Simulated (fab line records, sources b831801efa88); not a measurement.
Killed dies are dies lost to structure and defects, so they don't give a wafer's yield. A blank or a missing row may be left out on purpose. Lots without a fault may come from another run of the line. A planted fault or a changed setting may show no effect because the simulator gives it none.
Chamber matching | flow sfq_line | SFQ_TRILAYER_I4_CMP_CMP_100 on cmp-01: 4 sister chambers
The step polishes SiO2. 14 wafers are shown with their chamber, then 7 later ones without.

WAFERS WITH THEIR CHAMBER
wafer  | chamber | motor_current_A (A) | retaining_ring_pressure_frac | time_to_endpoint_s (s)
L475.3 | 3       | 8.3                 | 0.997                        | 214
L475.4 | 2       | 11.1                | 0.997                        | 220
L475.1 | 1       | 11.4                | 1.001                        | 216
L477.2 | 3       | 8.9                 | 0.999                        | 213
L477.5 | 0       | 11.0                | 0.994                        | 214
L477.6 | 1       | 10.8                | 1.005                        | 221
L478.4 | 0       | 10.9                | 0.996                        | 218
L478.5 | 3       | 8.7                 | 0.994                        | 226
L478.6 | 0       | 11.0                | 0.992                        | 225
L483.2 | 0       | 11.5                | 0.998                        | 212
L483.3 | 3       | 8.3                 | 0.996                        | 215
L483.4 | 2       | 11.1                | 0.996                        | 211
L491.4 | 0       | 11.2                | 0.998                        | 219
L491.5 | 0       | 11.1                | 1.000                        | 223

SIGNATURES (means of the wafers above)
reading                      | chamber 0 | chamber 1 | chamber 2 | chamber 3 | scatter within a chamber
motor_current_A              | 11.117    | 11.100    | 11.100    | 8.550     | 0.26
retaining_ring_pressure_frac | 0.99633   | 1.00300   | 0.99650   | 0.99650   | 0.00255
time_to_endpoint_s           | 218.50    | 218.50    | 215.50    | 217.00    | 5.37
Rule: a wafer's distance from a chamber is the root of the sum, over the readings, of the square of ((its reading less the chamber's mean) divided by the reading's scatter). The wafer belongs to the nearest chamber; if the next one is less than 2 further off, it can't be placed. The scatter: the root of (the sum of the squares of (reading less its chamber's mean) over the shown wafers, divided by (wafers less chambers)).

WAFERS WITHOUT THEIR CHAMBER
wafer  | motor_current_A (A) | retaining_ring_pressure_frac | time_to_endpoint_s (s)
L491.6 | 10.5                | 0.996                        | 221
L492.2 | 8.0                 | 0.995                        | 214
L492.3 | 11.1                | 1.008                        | 214
L492.4 | 11.7                | 0.998                        | 218
L493.4 | 11.5                | 0.997                        | 211
L493.5 | 11.7                | 0.993                        | 206
L493.6 | 10.7                | 1.004                        | 218

WHICH CHAMBER EACH WENT THROUGH
wafer  | from the rows above          | in truth
L491.6 | can't be placed: 0 or 2 or 1 | 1
L492.2 | 3                            | 3
L492.3 | 1                            | 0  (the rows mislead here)
L492.4 | can't be placed: 0 or 2 or 1 | 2
L493.4 | can't be placed: 2 or 0 or 1 | 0
L493.5 | can't be placed: 2 or 0 or 1 | 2
L493.6 | can't be placed: 1 or 2 or 0 | 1
Placed correctly: 1 of 7. Can't be placed from these rows: 5 (the true chamber is among the candidates in 5). Placed wrongly: 1.
